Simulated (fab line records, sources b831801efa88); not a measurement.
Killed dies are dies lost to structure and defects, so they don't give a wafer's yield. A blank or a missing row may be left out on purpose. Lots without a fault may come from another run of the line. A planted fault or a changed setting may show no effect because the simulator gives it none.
fab line records | flow gf180mcu
record lots=13 wafers=39 last_day=33
route steps=602 shown STI@24 NSD@246 M1@329 V1@360
lots that met no fault: from a run of the same line without faults
start_h: hours from the record's first day to the start of the lot's first wafer shown | wait_h: hours since the lot's step before | " the same as in the row above | L1.1+2: a row that stands for several wafers | - no value, or no start given | * or withheld: withheld | < > ~ a bound
route shown NAME@n: a module of which the file shows steps, and the number in the route of the first | usual: mean/standard deviation of fault-free wafers | same: alike in all rows | chamber/n: place in a boat | sites: the reading at each site | _std_site: their standard deviation | _edge_site: outer sites' mean less inner sites' | radius_mm: how far each site lies from the wafer's centre | mask NAME#n: copy n | behind: the tool/chamber that last shaped the wafer | hold: why the lot was held/for how many hours/how that ended | device: the transistor (n, p or np) that didn't switch | end of line: the same wafers' tests at the end of the route | a step without rows: its recipe alone | killed: dies lost to structure and defects at the first sort, not the wafer's yield | map: a wafer's dies, x killed, . not, _ none there
set.NAME: the setting as run; set.NAME@STEP: as run at that earlier step | model.NAME: the simulator's own value behind a step, which no gauge read
steps of the route over a sample of lots; a table a step, a row a wafer
services: from which hour (start_h, from the record's first day; less than 0 if before it) a tool's chamber was out of use, for how many hours, and why
## steps
# step GF_STI_CVD_23
# recipe material=SiO2 target_thk_nm=650 sigma_open_frac=0.3 time_s=108.3 temp_c=600 sih4_flow_sccm=60 pressure_mtorr=6
# columns lot.wafer tool chamber start_h wait_h
L146.3+5+6 hdpcvd-02 2,0,1 31.90 0.0
L147.4+5+6 hdpcvd-01 0,1,2 35.96 0.1
L148.1+2+4 hdpcvd-02 1,0,1 40.24 0.1
L149.1+2+3 hdpcvd-01 2,1,0 42.19 0.1
L152.1+4+5 hdpcvd-01 1,2,1 57.59 0.1
L153.1+3+4 hdpcvd-01 0,1,1 65.54 0.1
L155.1+2+3 hdpcvd-01 1,0,2 74.67 0.1
L157.1+2+5 hdpcvd-02 0,2,1 87.23 0.1
L158.3+5+6 hdpcvd-02 2,0,2 90.52 0.0
L159.3+5+6 hdpcvd-01 2,1,0 95.67 0.0
L163.3+4+6 hdpcvd-02 2,0,2 116.80 0.0
L164.2+4+6 hdpcvd-02 1,0,1 121.43 0.0
L165.1+4+5 hdpcvd-02 2,1,0 125.40 0.1
# step GF_STI_THK_MEAS_24
# recipe reads=SiO2_of_STI_CVD_23
# usual STI_CVD_23_THK=653/8.5
# columns lot.wafer tool chamber start_h wait_h STI_CVD_23_THK[nm]
L146.3 film_metro-03 - 32.00 0.1 657
L146.5 " - " " 658
L146.6 " - " " 647
L147.4 film_metro-02 - 36.03 0.0 646
L147.5 " - " " 657
L147.6 " - " " 645
L148.1 film_metro-03 - 40.32 0.0 637
L148.2 " - " " 645
L148.4 " - " " 636
L149.1 film_metro-01 - 42.26 0.0 643
L149.2 " - " " 657
L149.3 " - " " 650
L152.1 film_metro-03 - 57.67 0.0 664
L152.4 " - " " 646
L152.5 " - " " 660
L153.1 film_metro-01 - 65.62 0.0 650
L153.3 " - " " 650
L153.4 " - " " 650
L155.1 film_metro-03 - 74.75 0.0 668
L155.2 " - " " 648
L155.3 " - " " 661
L157.1 film_metro-01 - 87.30 0.0 651
L157.2 " - " " 658
L157.5 " - " " 642
L158.3 film_metro-03 - 90.62 0.1 662
L158.5 " - " " 663
L158.6 " - " " 665
L159.3 film_metro-02 - 95.76 0.1 647
L159.5 " - " " 655
L159.6 " - " " 655
L163.3 film_metro-02 - 116.90 0.1 659
L163.4 " - " " 949
L163.6 " - " " 664
L164.2 film_metro-02 - 121.52 0.0 651
L164.4 " - " " 948
L164.6 " - " " 655
L165.1 film_metro-02 - 125.48 0.0 674
L165.4 " - " " 654
L165.5 " - " " 956
# step GF_STI_CMP_25
# recipe stop_on=Si3N4 t_overpolish_s=33 down_force_psi=4 platen_rpm=60 target_thk_nm=524.6 pad_velocity_m_s=0.94248
# usual motor_current_A=12.1/0.6 slurry_flow_ml_min=150.0/0.43 time_to_endpoint_s=125/3.8
# columns lot.wafer tool chamber start_h wait_h motor_current_A slurry_flow_ml_min time_to_endpoint_s
L146.3 cmp-01 0 32.19 0.2 12.0 150.3 135
L146.6 " 1 " " 12.8 150.3 129
L146.5 " 2 " " 12.4 150.0 128
L147.4 cmp-01 3 36.11 0.1 12.3 149.9 129
L147.5 " 2 " " 12.1 149.7 127
L147.6 " 3 " " 12.5 150.3 128
L148.4 cmp-01 2 40.43 0.1 12.7 149.6 124
L148.2 " 3 " " 12.4 149.9 131
L148.1 " 0 " " 12.1 149.6 125
L149.1 cmp-01 3 42.37 0.1 12.5 150.3 128
L149.3 " 0 " " 11.8 149.9 129
L149.2 " 1 " " 11.9 149.3 121
L152.4 cmp-02 1 60.06 2.4 11.3 149.3 120
L152.1 " 3 " " 12.2 149.9 125
L152.5 " 1 " " 10.8 149.6 120
L153.4 cmp-02 0 65.68 0.0 13.2 150.0 129
L153.3 " 1 " " 10.6 149.9 126
L153.1 " 3 " " 11.9 149.2 130
L155.2 cmp-01 3 75.49 0.7 12.7 150.1 125
L155.1 " 0 " " 12.3 149.9 124
L155.3 " 2 " " 11.8 151.1 121
L157.1 cmp-01 1 87.50 0.2 12.6 149.4 120
L157.2 " 3 " " 12.9 149.7 124
L157.5 " 1 " " 12.2 150.4 114
L158.3 cmp-01 0 90.66 0.0 11.7 149.7 127
L158.6 " 0 " " 11.7 149.6 126
L158.5 " 1 " " 12.8 150.5 120
L159.3 cmp-02 1 95.90 0.1 10.9 149.2 125
L159.6 " 3 " " 12.2 150.1 122
L159.5 " 0 " " 12.6 150.5 127
L163.4 cmp-02 3 116.98 0.1 12.4 149.6 180
L163.3 " 0 " " 11.9 149.8 122
L163.6 " 0 " " 12.7 149.3 123
L164.2 cmp-02 3 121.62 0.1 12.0 149.7 121
L164.4 " 0 " " 12.0 150.2 179
L164.6 " 3 " " 12.8 150.4 122
L165.4 cmp-02 0 125.54 0.0 12.6 149.9 128
L165.1 " 2 " " 10.5 150.3 126
L165.5 " 1 " " 10.9 149.1 182
# step GF_NSD_STRIP_11
# recipe chemistry=O2/N2 power_w=1400 pressure_mtorr=1500 platen_temp_c=250 o2_flow_sccm=3000 n2_flow_sccm=300 overash_fraction=0.5
# usual drypump_motor_current_A=5.8/0.43 heater_power_w=307/46 oes_product_au=0.487/0.0046 strip_time_to_endpoint_s=22.96/0.042
# columns lot.wafer tool chamber start_h wait_h drypump_motor_current_A heater_power_w oes_product_au rf_hours_counter_h strip_time_to_endpoint_s
L146.3 plasma_asher-02 1 305.14 0.1 5.6 345 0.484 - 22.97
L146.5 " 0 " " 6.1 358 0.478 - 22.94
L146.6 " 1 " " 5.6 358 0.485 - 22.92
L147.4 plasma_asher-04 0 307.96 0.1 6.0 313 0.491 - 22.98
L147.5 " 1 " " 5.4 359 0.490 - 22.96
L147.6 " 0 " " 6.0 307 0.493 - 22.97
L148.1 plasma_asher-03 0 316.31 0.1 5.3 281 0.483 20 22.82
L148.2 " 1 " " 6.4 247 0.483 20 22.88
L148.4 " 1 " " 6.4 241 0.492 - 22.85
L149.1 plasma_asher-03 0 316.93 0.1 5.3 273 0.488 20 22.96
L149.2 " 1 " " 6.4 241 0.491 20 22.98
L149.3 " 1 " " 6.4 245 0.489 - 22.97
L152.1 plasma_asher-03 1 354.16 0.1 6.4 234 0.484 24 22.92
L152.4 " 1 " " 6.4 242 0.488 - 22.90
L152.5 " 1 " " 6.4 235 0.479 - 22.88
L153.1 plasma_asher-04 1 368.16 0.1 5.4 352 0.490 60 22.95
L153.3 " 0 " " 6.0 312 0.493 - 22.94
L153.4 " 1 " " 5.4 346 0.490 - 22.93
L155.1 plasma_asher-03 0 380.67 0.1 5.2 269 0.482 27 22.92
L155.2 " 1 " " 6.4 238 0.487 27 22.94
L155.3 " 1 " " 6.4 242 0.492 - 22.93
L157.1 plasma_asher-04 1 398.66 0.1 5.4 357 0.490 64 22.93
L157.2 " 0 " " 6.0 311 0.490 64 22.92
L157.5 " 0 " " 6.0 307 0.489 - 22.93
L158.3 plasma_asher-03 1 403.84 0.1 6.4 239 0.482 - 22.94
L158.5 " 0 " " 5.3 274 0.485 - 22.95
L158.6 " 1 " " 6.4 247 0.479 - 22.96
L159.3 plasma_asher-03 0 405.79 0.1 5.2 273 0.490 - 22.98
L159.5 " 0 " " 5.3 282 0.487 - 22.97
L159.6 " 1 " " 6.4 239 0.491 - 22.97
L163.3 plasma_asher-03 0 437.84 0.1 5.3 277 0.486 - 22.99
L163.4 " 1 " " 6.4 236 0.490 - 22.97
L163.6 " 0 " " 5.3 279 0.492 - 22.98
L164.2 plasma_asher-03 0 442.07 0.1 5.2 276 0.492 33 22.97
L164.4 " 1 " " 6.4 238 0.491 - 22.94
L164.6 " 1 " " 6.4 238 0.489 - 22.94
L165.1 plasma_asher-04 1 445.76 0.1 5.4 352 0.482 69 23.00
L165.4 " 1 " " 5.4 352 0.484 - 23.04
L165.5 " 0 " " 6.0 310 0.487 - 22.98
# step GF_M1_CD_MEAS_14
# recipe target_cd_nm=230
# usual cd_nm=230.6/1.2
# columns lot.wafer tool chamber start_h wait_h cd_nm
L146.3 cd_sem-01 - 393.94 0.1 231.8
L146.5 " - " " 230.7
L146.6 " - " " 231.3
L147.4 cd_sem-02 - 396.98 0.1 230.8
L147.5 " - " " 231.6
L147.6 " - " " 231.4
L148.1 cd_sem-02 - 406.41 0.1 231.0
L148.2 " - " " 232.1
L148.4 " - " " 231.0
L149.1 cd_sem-01 - 406.76 0.1 229.8
L149.2 " - " " 229.6
L149.3 " - " " 229.4
L152.1 cd_sem-02 - 448.51 0.1 228.4
L152.4 " - " " 228.0
L152.5 " - " " 227.9
L153.1 cd_sem-01 - 464.52 0.1 229.2
L153.3 " - " " 228.2
L153.4 " - " " 229.5
L155.1 cd_sem-02 - 477.30 0.1 231.1
L155.2 " - " " 231.3
L155.3 " - " " 232.2
L157.1 cd_sem-02 - 496.52 0.1 231.4
L157.2 " - " " 231.1
L157.5 " - " " 229.9
L158.3 cd_sem-01 - 501.50 0.1 231.7
L158.5 " - " " 232.1
L158.6 " - " " 231.2
L159.3 cd_sem-02 - 506.29 0.1 229.7
L159.5 " - " " 231.2
L159.6 " - " " 231.3
L163.3 cd_sem-02 - 537.14 0.1 229.7
L163.4 " - " " 231.5
L163.6 " - " " 230.8
L164.2 cd_sem-02 - 541.19 0.1 230.5
L164.4 " - " " 231.8
L164.6 " - " " 231.6
L165.1 cd_sem-01 - 544.10 0.1 231.4
L165.4 " - " " 232.1
L165.5 " - " " 231.5
# step GF_V1_THK_MEAS_25
# recipe thk_meas_gauge=xrf reads=W_of_V1_CVD_23
# usual V1_W_THK=369/6.1
# columns lot.wafer tool chamber start_h wait_h V1_W_THK[nm]
L146.3 film_metro-01 - 419.12 0.1 372
L146.5 " - " " 371
L146.6 " - " " 370
L147.4 film_metro-02 - 423.07 0.1 361
L147.5 " - " " 357
L147.6 " - " " 366
L148.1 film_metro-01 - 432.91 0.1 370
L148.2 " - " " 373
L148.4 " - " " 374
L149.1 film_metro-03 - 433.21 0.1 369
L149.2 " - " " 374
L149.3 " - " " 372
L152.1 film_metro-03 - 475.02 0.1 363
L152.4 " - " " 370
L152.5 " - " " 368
L153.1 film_metro-02 - 491.23 0.1 360
L153.3 " - " " 364
L153.4 " - " " 363
L155.1 film_metro-03 - 503.49 0.1 363
L155.2 " - " " 363
L155.3 " - " " 365
L157.1 film_metro-03 - 522.35 0.1 368
L157.2 " - " " 369
L157.5 " - " " 375
L158.3 film_metro-01 - 527.85 0.1 373
L158.5 " - " " 371
L158.6 " - " " 373
L159.3 film_metro-01 - 532.61 0.1 380
L159.5 " - " " 368
L159.6 " - " " 376
L163.3 film_metro-03 - 562.47 0.1 362
L163.4 " - " " 369
L163.6 " - " " 368
L164.2 film_metro-02 - 566.44 0.1 360
L164.4 " - " " 362
L164.6 " - " " 358
L165.1 film_metro-03 - 568.37 0.1 369
L165.4 " - " " 365
L165.5 " - " " 369
## services
# columns tool chamber start_h hours kind
cmp-01 - 17.40 0.8 repair
hdpcvd-02 - 32.40 0.5 repair
cmp-01 - 44.43 10.6 pm
cmp-02 - 46.65 11.3 repair
cmp-01 - 57.37 2.3 repair
cmp-01 - 63.18 2.4 repair
cmp-01 - 65.54 4.0 pm
cmp-02 - 73.88 1.4 repair
cmp-02 - 75.29 7.0 pm
hdpcvd-01 - 86.66 1.2 repair
plasma_asher-03 - 108.75 9.0 pm
hdpcvd-01 2 164.29 3.7 repair
cmp-01 - 275.21 5.6 pm
cmp-01 - 288.88 2.6 repair
cmp-01 - 321.52 0.4 repair
cmp-01 - 327.27 4.2 repair
cmp-01 - 333.30 0.8 repair
cmp-01 - 347.41 1.3 repair
plasma_asher-03 - 359.28 4.3 pm
hdpcvd-02 - 359.50 2.8 pm
cmp-01 - 377.41 2.8 repair
cmp-01 - 405.54 4.0 pm
cmp-01 - 413.43 6.7 pm
plasma_asher-03 - 414.83 1.4 repair
## key
first_sign step=GF_STI_THK_MEAS_24 reading=STI_CVD_23_THK direction=up sigmas=35 usual=653 struck=951
effect step=GF_STI_CMP_25 reading=time_to_endpoint_s direction=up sigmas=15 usual=* struck=*
met_at GF_STI_CVD_23
struck_lots L163,L164,L165
struck_wafers L163.4,L164.4,L165.5
tester_left_out L163,L164,L165
not_acting_at GF_NSD_STRIP_11,GF_M1_CD_MEAS_14,GF_V1_THK_MEAS_25
onset_between 90.52 116.80
fault kind=process_parameter_drift tool=hdpcvd-02 chamber=0 onset_h=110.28 steps=GF_STI_CVD_23 channel=target_thk_nm offset=283.22 shape=step end_h=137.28 acts_in=these_recipes_only stated=650
# tester_left_out: of these lots the tester's yield and bins aren't shown, on N5 and GAA mostly nor the transistor test; their killed dies are dies lost to structure and defects alone, not to doping, threshold or leakage, so they don't give the yield
